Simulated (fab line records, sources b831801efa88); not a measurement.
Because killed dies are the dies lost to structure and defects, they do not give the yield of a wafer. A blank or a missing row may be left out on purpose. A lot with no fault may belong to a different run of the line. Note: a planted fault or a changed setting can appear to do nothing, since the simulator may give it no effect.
fab line records | flow gf180mcu
[record] lots = 6 wafers = 16 lastDay = 34
route steps=602 shown TOP_METAL@586 PASSIVATION@587
lots that met no fault: taken from a fault-free run of the same line
startH: hours from the record's opening day to when the first of the lot's shown wafers began | waitH: how many hours have passed since the lot's step before this one | " the same as in the row above | L1.1+2: a single row standing in for several wafers | - no value present, or no start provided | * or withheld: withheld | < > ~ a bound
route shown NAME@n: a module of which the file shows steps, and the number in the route of the first | usual: the fault-free wafers' mean and standard deviation | same: alike in all rows | chamber/n: place in a boat | sites: readings site by site | _std_site: the standard deviation of these | _edge_site: mean of outer sites minus mean of inner sites | radiusMm: for every site, how far away it sits from the centre of the wafer | mask NAME#n: copy n | behind: tool/chamber where the wafer was last shaped | hold: the reason the lot was held/the length of the hold in hours/how it ended | device: which transistor (n, p or np) failed to switch | end of line: at the end of the route, the tests of the same wafers | a step given without rows: its recipe and nothing more | killed: not the wafer's yield, but the dies lost to structure and defects at the first sort | map: shows each die of a wafer: x if killed, . if not, _ if none is there
set.NAME: the run value of the setting; set.NAME@STEP: its run value at that earlier step | model.NAME: the simulator's own value behind a step, which no gauge read
lots seen at some steps along the route; tables by step, rows by wafer
services: from which hour (startH, from the record's first day; less than 0 if before it) a tool's chamber was out of use, for how many hours, and why
[[steps]]
[step GF_TOP_METAL_CLEAN_19]
[recipe] chemistry = DIW dry = n2Spin
[step GF_PASSIVATION_CVD_00]
[recipe] material = SiO2 targetThkNm = 1000 precursor = TEOS tempC = 400 timeS = 111.95 rfW = 600
[usual] heaterPowerW = 614/150
// columns lot.wafer tool chamber startH waitH heaterPowerW
L276.1 pecvd-03 1 697.58 0.0 501
L276.3 " 0 " " 955
L276.4 " 0 " " 793
L280.2 pecvd-04 0 724.07 0.0 541
L280.4 " 2 " " 518
L280.6 " 1 " " 480
L282.1 pecvd-03 1 734.42 0.0 584
L282.6 " 1 " " 610
L283.2 pecvd-04 0 741.66 0.0 500
L283.3 " 2 " " 636
L283.4 " 0 " " 551
L284.5 pecvd-04 2 745.29 0.0 629
L284.6 " 0 " " 457
L293.1 pecvd-01 2 795.47 0.0 556
L293.3 " 1 " " 624
L293.4 " 2 " " 448
[step GF_PASSIVATION_THK_MEAS_01]
[recipe] reads = SiO2_of_PASSIVATION_CVD_00
[usual] PASSIVATION_CVD_00_THK = 1003/12
// columns lot.wafer tool chamber startH waitH PASSIVATION_CVD_00_THK[nm]
L276.1 filmMetro-03 - 697.66 0.0 997
L276.3 " - " " 991
L276.4 " - " " 1018
L280.2 filmMetro-04 - 724.16 0.0 1002
L280.4 " - " " 1028
L280.6 " - " " 1018
L282.1 filmMetro-02 - 734.50 0.0 993
L282.6 " - " " 999
L283.2 filmMetro-02 - 741.75 0.0 993
L283.3 " - " " 983
L283.4 " - " " 1010
L284.5 filmMetro-03 - 745.37 0.0 1011
L284.6 " - " " 1004
L293.1 filmMetro-04 - 795.55 0.0 996
L293.3 " - " " 1002
L293.4 " - " " 1009
[step GF_PASSIVATION_CVD_02]
[recipe] material = Si3N4 targetThkNm = 700 timeS = 486.18 tempC = 400 rfW = 450
[usual] heaterPowerW = 650/120
// columns lot.wafer tool chamber startH waitH heaterPowerW
L276.1 pecvd-01 1 697.72 0.1 661
L276.3 " 0 " " 512
L276.4 " 0 " " 555
L280.2 pecvd-01 0 724.21 0.0 551
L280.4 " 1 " " 715
L280.6 " 0 " " 575
L282.1 pecvd-01 2 734.56 0.1 515
L282.6 " 2 " " 554
L283.2 pecvd-01 1 741.80 0.0 746
L283.3 " 0 " " 615
L283.4 " 0 " " 494
L284.5 pecvd-01 1 745.54 0.2 713
L284.6 " 2 " " 516
L293.1 pecvd-04 2 795.61 0.1 582
L293.3 " 1 " " 539
L293.4 " 0 " " 578
[step GF_PASSIVATION_THK_MEAS_03]
[recipe] reads = Si3N4_of_PASSIVATION_CVD_02
[usual] PASSIVATION_CVD_02_THK = 708/11
// columns lot.wafer tool chamber startH waitH PASSIVATION_CVD_02_THK[nm]
L276.1 filmMetro-04 - 698.00 0.1 702
L276.3 " - " " 711
L276.4 " - " " 721
L280.2 filmMetro-02 - 724.51 0.2 699
L280.4 " - " " 717
L280.6 " - " " 719
L282.1 filmMetro-04 - 734.85 0.1 702
L282.6 " - " " 709
L283.2 filmMetro-03 - 742.09 0.2 704
L283.3 " - " " 708
L283.4 " - " " 715
L284.5 filmMetro-02 - 745.72 0.0 710
L284.6 " - " " 717
L293.1 filmMetro-03 - 795.89 0.1 699
L293.3 " - " " 705
L293.4 " - " " 700
[step GF_PASSIVATION_DEHYDRATE_04]
[recipe] tempC = 200 timeS = 60
[step GF_PASSIVATION_HMDS_05]
[recipe] primeTimeS = 60 primeTempC = 120
[step GF_PASSIVATION_COAT_06]
[recipe] spinRpm = 2000 resistThkNm = 4000
[step GF_PASSIVATION_SOFTBAKE_07]
[recipe] tempC = 110 timeS = withheld
[step GF_PASSIVATION_EXPOSE_08]
[recipe] maskId = Pad targetCdNm = 40000 na = 0.57 doseMj = 310
[step GF_PASSIVATION_PEB_09]
[recipe] tempC = 115 timeS = withheld
[step GF_PASSIVATION_DEVELOP_10]
[recipe] developTimeS = 60 devTempC = 23
[step GF_PASSIVATION_ETCH_11]
[recipe] chemistry = CF4/O2 targetDepthNm = 1800 stopOn = TiN sourceW = 800 biasW = 150 pressureMtorr = 150 cf4FlowSccm = 80 O2_flow_sccm = 10 timeS = 400
[usual] drypumpMotorCurrentA = 5.8/0.43 oesProductAu = 0.966/0.0078 throttleValvePct = 5.960/0.0098
// columns lot.wafer tool chamber startH waitH drypumpMotorCurrentA oesProductAu rfHoursCounterH throttleValvePct model.PASSIVATION.featureDepthNm model.etch.depthNm model.coat_of_PASSIVATION_COAT_06.thkNm
L276.1 rieDiel-04 1 716.25 - 6.7 0.966 15 5.969 1698 1698 2798
L276.3 " 0 " " 6.1 0.965 32 5.959 1702 1702 2770
L276.4 " 3 " " 6.0 0.972 13 5.968 1740 1740 2791
L280.2 rieDiel-03 3 742.15 - 5.3 0.971 44 5.959 1701 1701 2775
L280.4 " 1 " " 5.5 0.971 14 5.957 1746 1746 2771
L280.6 " 2 " " 5.5 0.975 - 5.969 1737 1737 2743
L282.1 rieDiel-03 2 751.36 - 5.6 0.828 14 5.921 1330 1330 3103
L282.6 " 3 " " 5.4 0.963 - 5.959 1707 1707 2810
L283.2 rieDiel-04 2 758.70 - 5.1 0.963 25 5.953 1698 1698 2784
L283.3 " 0 " " 6.1 0.957 34 5.985 1690 1690 2797
L283.4 " 3 " " 6.0 0.966 15 5.964 1726 1726 2754
L284.5 rieDiel-03 2 762.27 - 5.5 0.843 - 5.927 1328 1328 3099
L284.6 " 1 " " 5.5 0.970 - 5.968 1722 1722 2798
L293.1 rieDiel-04 3 810.76 - 6.0 0.964 18 5.956 1695 1695 2779
L293.3 " 2 " " 5.1 0.964 27 5.978 1707 1707 2789
L293.4 " 1 " " 6.7 0.964 20 5.951 1710 1710 2791
[step GF_PASSIVATION_STRIP_12]
[recipe] chemistry = O2/N2 powerW = 1400 pressureMtorr = 1500 platenTempC = 250 o2FlowSccm = 3000 n2FlowSccm = 300 overashFraction = 0.5
[usual] drypumpMotorCurrentA = 5.5/0.33 heaterPowerW = 330/8.1 o2FlowSccm = 3000/8 oesProductAu = 0.720/0.0043 platenTempC = 249.98/0.18 stripTimeToEndpointS = 34.66/0.22
// columns lot.wafer tool chamber startH waitH drypumpMotorCurrentA heaterPowerW o2FlowSccm oesProductAu platenTempC rfHoursCounterH stripTimeToEndpointS
L276.1 plasmaAsher-03 0 716.49 0.1 5.4 323 3003 0.720 250.01 93 34.76
L276.3 " 0 " " 5.4 332 2997 0.723 249.99 - 34.42
L276.4 " 1 " " 6.2 332 2995 0.721 250.07 - 34.66
L280.2 plasmaAsher-03 0 742.40 0.1 5.4 330 3004 0.723 249.96 96 34.48
L280.4 " 0 " " 5.4 345 3003 0.724 250.23 - 34.43
L280.6 " 0 " " 5.4 331 3017 0.720 250.04 - 34.15
L282.1 plasmaAsher-04 0 751.60 0.1 5.2 327 2999 0.729 250.12 69 38.27
L282.6 " 0 " " 5.2 334 2996 0.720 249.93 - 34.90
L283.2 plasmaAsher-03 1 758.94 0.1 6.2 329 2997 0.720 249.90 97 34.57
L283.3 " 1 " " 6.2 337 2992 0.717 249.66 - 34.74
L283.4 " 0 " " 5.4 341 2980 0.719 249.98 - 34.23
L284.5 plasmaAsher-03 1 762.45 0.1 6.2 333 3004 0.720 249.81 - 38.20
L284.6 " 0 " " 5.4 337 2995 0.722 249.82 - 34.77
L293.1 plasmaAsher-01 1 811.00 0.1 5.3 330 2990 0.721 249.85 7 34.53
L293.3 " 1 " " 5.3 332 2994 0.723 249.75 - 34.64
L293.4 " 0 " " 5.5 313 2987 0.729 249.86 - 34.67
[step GF_PASSIVATION_ANNEAL_13]
[recipe] tempC = 400 timeS = 1800 ambient = N2/H2 idleTempC = 300 rampUpCPerMin = 10 rampDownCPerMin = 3
[step GF_PASSIVATION_PROBE_99]
// columns lot.wafer tool chamber startH waitH model.etest.via2Chain.open model.etest.nwell.open model.etest.ldpmos_10p0.underFloor model.etest.pwellInDnwell.open model.etest.fieldP.underFloor model.etest.via1Chain.open model.etest.contactPoly.open model.etest.nplus_sal_6v.open
L276.1+3+4 prober-02 - 718.21 0.1 0 0 0 0 0 0 0 0
L280.2+4+6 prober-02 - 744.17 0.1 0 0 0 0 0 0 0 0
L282.1 prober-02 - 753.32 0.1 1 1 1 1 1 1 1 1
L282.6 prober-02 - 753.57 0.2 0 0 0 0 0 0 0 0
L283.2+3+4 prober-01 - 760.71 0.1 0 0 0 0 0 0 0 0
L284.5 prober-02 - 764.31 0.2 1 1 1 1 1 1 1 1
L284.6 prober-02 - 764.36 0.2 0 0 0 0 0 0 0 0
L293.1+3+4 prober-01 - 812.72 0.1 0 0 0 0 0 0 0 0
// killed by level:class
L276.1 M1:geometricParticle:short=5 V4:geometricParticle:open=5 M3:geometricParticle:short=4 V2:geometricParticle:open=3 V3:geometricParticle:short=3 V4:geometricParticle:short=3 M5:geometricParticle:short=3 CONTACT:geometricParticle:open=2
L276.3 CONTACT:geometricParticle:open=7 M5:geometricParticle:short=5 STI:geometricParticle:short=4 V1:geometricParticle:open=4 V2:geometricParticle:short=4 V5:geometricParticle:open=4 V2:geometricParticle:open=3 V3:geometricParticle:open=3
L276.4 V3:geometricParticle:open=7 V2:geometricParticle:open=6 V4:geometricParticle:open=5 CONTACT:geometricParticle:short=4 M1:geometricParticle:short=4 STI:geometricParticle:short=3 V3:geometricParticle:short=3 STI:geometricParticle:open=2
L280.2 V4:geometricParticle:open=8 V5:geometricParticle:open=7 V2:geometricParticle:open=6 M4:geometricParticle:short=5 CONTACT:geometricParticle:open=4 M3:geometricParticle:short=4 V3:geometricParticle:open=4 V5:geometricParticle:short=4
L280.4 V4:geometricParticle:open=5 V5:geometricParticle:open=5 STI:geometricParticle:open=4 V5:geometricParticle:short=3 STI:geometricParticle:short=2 CONTACT:geometricParticle:open=2 M1:geometricParticle:short=2 M3:geometricParticle:short=2
L280.6 V5:geometricParticle:short=7 V5:geometricParticle:open=5 STI:geometricParticle:open=4 STI:geometricParticle:short=3 V2:geometricParticle:open=3 CONTACT:geometricParticle:short=2 CONTACT:geometricParticle:open=2 M1:geometricParticle:short=2
L283.2 CONTACT:geometricParticle:open=6 V4:geometricParticle:short=5 STI:geometricParticle:short=4 V1:geometricParticle:open=4 CONTACT:geometricParticle:short=3 V3:geometricParticle:open=3 V4:geometricParticle:open=3 STI:geometricParticle:open=2
L283.3 V2:geometricParticle:open=8 V4:geometricParticle:open=8 V3:geometricParticle:open=5 V5:geometricParticle:open=5 STI:geometricParticle:open=3 STI:geometricParticle:short=3 V1:geometricParticle:short=3 M4:geometricParticle:short=3
L283.4 V2:geometricParticle:open=8 M1:geometricParticle:short=5 V1:geometricParticle:short=4 CONTACT:geometricParticle:open=4 V3:geometricParticle:short=3 V4:geometricParticle:short=3 V4:geometricParticle:open=3 V5:geometricParticle:open=3
L293.1 V3:geometricParticle:open=6 V1:geometricParticle:open=4 CONTACT:geometricParticle:open=3 CONTACT:geometricParticle:short=3 M1:geometricParticle:short=3 V2:geometricParticle:open=3 M1:geometricParticle:open=2 V3:geometricParticle:short=2
L293.3 CONTACT:geometricParticle:open=5 V4:geometricParticle:short=5 M3:geometricParticle:short=4 V5:geometricParticle:open=4 CONTACT:geometricParticle:short=3 M1:geometricParticle:short=3 M4:geometricParticle:short=3 POLY_GATE:geometricParticle:short=2
L293.4 CONTACT:geometricParticle:open=7 V3:geometricParticle:open=6 V5:geometricParticle:open=6 V2:geometricParticle:open=5 V4:geometricParticle:open=5 V1:geometricParticle:open=4 STI:geometricParticle:open=3 V4:geometricParticle:short=3
[[services]]
// columns tool chamber startH hours kind
plasmaAsher-03 - 680.74 9.8 repair
rieDiel-03 2 685.78 15.3 repair
rieDiel-03 - 698.43 2.2 repair
rieDiel-03 3 700.65 8.7 repair
rieDiel-04 1 707.90 3.6 repair
plasmaAsher-03 - 708.78 1.3 repair
pecvd-03 0 709.33 5.1 repair
pecvd-03 0 724.72 7.6 repair
pecvd-04 1 732.65 5.0 repair
plasmaAsher-01 - 733.75 9.0 pm
plasmaAsher-01 0 733.75 9.0 ventCycle
plasmaAsher-01 1 733.75 9.0 ventCycle
pecvd-03 - 734.68 0.5 repair
plasmaAsher-01 0 742.75 - clean
plasmaAsher-01 1 742.75 - clean
pecvd-04 - 775.87 6.0 pm
rieDiel-03 3 784.95 - clean
rieDiel-03 3 784.95 21.3 scheduledDown
rieDiel-03 3 784.95 21.3 ventCycle
pecvd-04 - 799.46 0.7 repair
[[key]]
[firstSign] step = GF_PASSIVATION_ETCH_11 reading = oesProductAu direction = down sigmas = 17 usual = 0.966 struck = 0.835
[effect] step = GF_PASSIVATION_ETCH_11 reading = throttleValvePct direction = down sigmas = 3.8 usual = 5.960 struck = 5.924
[effect] step = GF_PASSIVATION_STRIP_12 reading = stripTimeToEndpointS direction = up sigmas = 16 usual = * struck = *
[modelEffect] step = GF_PASSIVATION_ETCH_11 value = PASSIVATION.featureDepthNm without = 1709 struck = 1329
[modelEffect] step = GF_PASSIVATION_PROBE_99 value = etest.via2Chain.open without = 0 struck = 1
metAt GF_PASSIVATION_ETCH_11
struckWafers L282.1,L284.5
laterRowsLeftOut L282.1,L284.5
sortLeftOut L282.1,L284.5
onsetBetween 742.15 751.36
[fault] kind = processParameterDrift tool = rieDiel-03 chamber = - onsetH = 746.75 steps = GF_PASSIVATION_ETCH_11 channel = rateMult offset = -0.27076 shape = step endH = 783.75 scope = struckWafersOnly
// sortLeftOut: the simulated sort isn't trusted on such a fault, so these wafers' sort isn't shown, and their yield isn't known
// laterRowsLeftOut: the simulator's readings of these wafers behind a module that went badly wrong aren't trusted and aren't shown, but for the sort
